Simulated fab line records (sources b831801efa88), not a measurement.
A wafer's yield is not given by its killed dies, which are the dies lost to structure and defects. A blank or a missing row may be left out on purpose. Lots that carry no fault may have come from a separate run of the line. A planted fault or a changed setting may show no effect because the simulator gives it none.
A single fault, viewed from 2 desks / flow sky130 / only its own numbers are on each desk; what lay behind them is given at the end

## METROLOGY DESK
What the gauges read, lot by lot, whatever tool the lot ran on: means of the sampled wafers that have a number. Any lot whose mean is over 4 standard deviations away from the usual mean is out of limits and marked OUT; that distance is given in the brackets.
Columns: A = VIA1_OVL at SKY_VIA1_OVL_MEAS_13, usual 3 nm; B = VIA1_W_RS at SKY_VIA1_RS_MEAS_22, usual 0.431 ohm/sq; C = VIA1_W_THK at SKY_VIA1_THK_MEAS_23, usual 271 nm
lot=L443; first seen here=day 35 23:54; A=10; B=0.434; C=270
lot=L444; first seen here=day 36 04:39; A=4; B=0.425; C=273
lot=L448; first seen here=day 37 03:01; A=6; B=0.437; C=268
lot=L449; first seen here=day 37 15:24; A=10; B=0.432; C=272
lot=L451; first seen here=day 37 19:55; A=2; B=0.421; C=278
lot=L461; first seen here=day 40 23:10; A=1; B=0.432; C=270
Result from this desk: across the 6 lots, nothing is out of limits.

## FOR THE TOOL OWNER'S DESK: pvdSputter-02
The tool's own readings at SKY_METAL2_SPUTTER_00 (material Ti, target thk 15 nm, time 10 s): means of the sampled wafers that have a number, for each lot that ran on this tool. Any lot whose mean is over 4 standard deviations away from the usual mean is out of limits and marked OUT; that distance is given in the brackets.
Columns: A = cathodeDcPowerW at SKY_METAL2_SPUTTER_00, usual 3000.0 W; B = throttleValvePct at SKY_METAL2_SPUTTER_00, usual 29.6 %
lot=L444; first seen here=day 36 05:59; A=2999.6; B=29.6
lot=L448; first seen here=day 37 04:22; A=3365.5 (+99 or more) OUT; B=29.2
lot=L449; first seen here=day 37 16:50; A=3365.7 (+99 or more) OUT; B=29.9
Finding of this desk: L448, L449 out of limits; the first was L448 at day 37 04:22, on cathodeDcPowerW at SKY_METAL2_SPUTTER_00. L444 stayed within limits.

## TAKEN TOGETHER
At day 37 04:22, on L448, L449, the tool owner's desk was in a position to raise an alarm.
At the metrology desk, nothing out of limits was observed.
The metrology desk holds a record of L448, L449, inside its limits.
SKY_METAL2_SPUTTER_00 was run on pvdSputter-02 by each of the lots named.

## WHAT THE SIMULATOR HAD INSERTED
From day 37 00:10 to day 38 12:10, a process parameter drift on pvdSputter-02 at SKY_METAL2_SPUTTER_00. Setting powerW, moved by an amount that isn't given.
Shown lots that were struck: L448, L449.
Hours from the fault's start to each desk's first reading out of limits: the tool owner's desk, 4.
